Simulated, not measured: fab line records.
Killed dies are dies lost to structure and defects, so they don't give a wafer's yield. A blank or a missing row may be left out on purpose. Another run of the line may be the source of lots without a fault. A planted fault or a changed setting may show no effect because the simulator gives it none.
Lot-split experiment | flow gf180mcu | route with 602 steps; 5 lots, 23 wafers read

ON THE SPLIT
At GF_M3_SPUTTER_04 (material TiN, target thk 50 nm, time 41.7 s), the setting time_s was moved away from the recipe's 41.7 s on 8 of the 23 wafers read, by -13.1% to +11.3%. All remaining wafers had this setting at the recipe value.

The split's own step is where the reading is taken.

THE READING
TiN_of_M3_SPUTTER_04.thk_nm (the simulator's own value, which no gauge read), in nm, at GF_M3_SPUTTER_04 (material TiN, target thk 50 nm, time 41.7 s). There is no usual value for it anywhere in the file. Average 49.71 nm, standard deviation 0.24 nm, over the 15 wafers here run with the recipe.

wafer  | tool, chamber at the split | time_s as run, s | against the recipe | TiN_of_M3_SPUTTER_04.thk_nm, nm | against lot-mates on the recipe
L077.1 | pvd_sputter-04, -          | 41.7             | recipe             | 49.68                           | -
L077.2 | pvd_sputter-04, -          | 38.06            | -8.7%              | 45.29                           | -4.41
L077.4 | pvd_sputter-04, -          | 38.06            | -8.7%              | 44.86                           | -4.84
L077.5 | pvd_sputter-04, -          | 38.06            | -8.7%              | 44.71                           | -4.99
L077.6 | pvd_sputter-04, -          | 41.7             | recipe             | 49.72                           | -
L079.1 | pvd_sputter-02, -          | 36.25            | -13.1%             | 43.31                           | -6.77
L079.2 | pvd_sputter-02, -          | 41.7             | recipe             | 49.95                           | -
L079.3 | pvd_sputter-02, -          | 41.7             | recipe             | 50.2                            | -
L079.4 | pvd_sputter-02, -          | 36.25            | -13.1%             | 42.89                           | -7.19
L079.5 | pvd_sputter-02, -          | 36.25            | -13.1%             | 43.2                            | -6.88
L080.2 | pvd_sputter-02, -          | 41.7             | recipe             | 49.67                           | -
L080.3 | pvd_sputter-02, -          | 41.7             | recipe             | 49.71                           | -
L080.4 | pvd_sputter-02, -          | 41.7             | recipe             | 49.58                           | -
L080.5 | pvd_sputter-02, -          | 46.42            | +11.3%             | 55.1                            | +5.45
L080.6 | pvd_sputter-02, -          | 46.42            | +11.3%             | 55.07                           | +5.42
L081.1 | pvd_sputter-01, -          | 41.7             | recipe             | 49.63                           | -
L081.2 | pvd_sputter-01, -          | 41.7             | recipe             | 49.48                           | -
L081.3 | pvd_sputter-01, -          | 41.7             | recipe             | 49.64                           | -
L081.4 | pvd_sputter-01, -          | 41.7             | recipe             | 50.22                           | -
L081.5 | pvd_sputter-01, -          | 41.7             | recipe             | 49.61                           | -
L082.2 | pvd_sputter-02, -          | 41.7             | recipe             | 49.59                           | -
L082.5 | pvd_sputter-02, -          | 41.7             | recipe             | 49.63                           | -
L082.6 | pvd_sputter-02, -          | 41.7             | recipe             | 49.29                           | -

FIT RESULTS
A straight line over all 23 wafers: TiN_of_M3_SPUTTER_04.thk_nm changes by +0.502 nm for each +1% of time_s; r = +1.00; the points scatter about the line by 0.28 nm.
The same after taking each lot's own level away (the mean of its wafers on the recipe; 23 wafers): +0.517 nm for each +1%; r = +1.00; scatter 0.23 nm.
Per that fit: largest time_s move, reading shift of 6.8 nm.
Measured against the standard deviation above, the lots' own levels, which go from 49.503 to 50.075 nm, span 2.4 times it.
So the lot-to-lot level changes the slope little: the two slopes agree.
Check: for one of the wafers moved furthest among these (-13.1%), held out of the fit, the line's prediction against its lot-mates is -6.87 nm. It came out at -6.77 nm against them.

OTHER SPLITS ON THESE WAFERS
Other splits were also applied to these wafers ahead of the reading. Each is held against what the fit with the lots' levels taken away leaves over:
other split on the same wafers       | wafers away from the commonest value | r with TiN_of_M3_SPUTTER_04.thk_nm (lot level and that fit taken away)
GF_V2_SPUTTER_22 chamber_pressure_pa | 15                                   | -0.10
GF_V2_CVD_23 temp_c                  | 8                                    | +0.22

FILE'S OWN FIT
TiN_of_M3_SPUTTER_04.thk_nm changes by +0.516 nm for each +1% of time_s, r = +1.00.
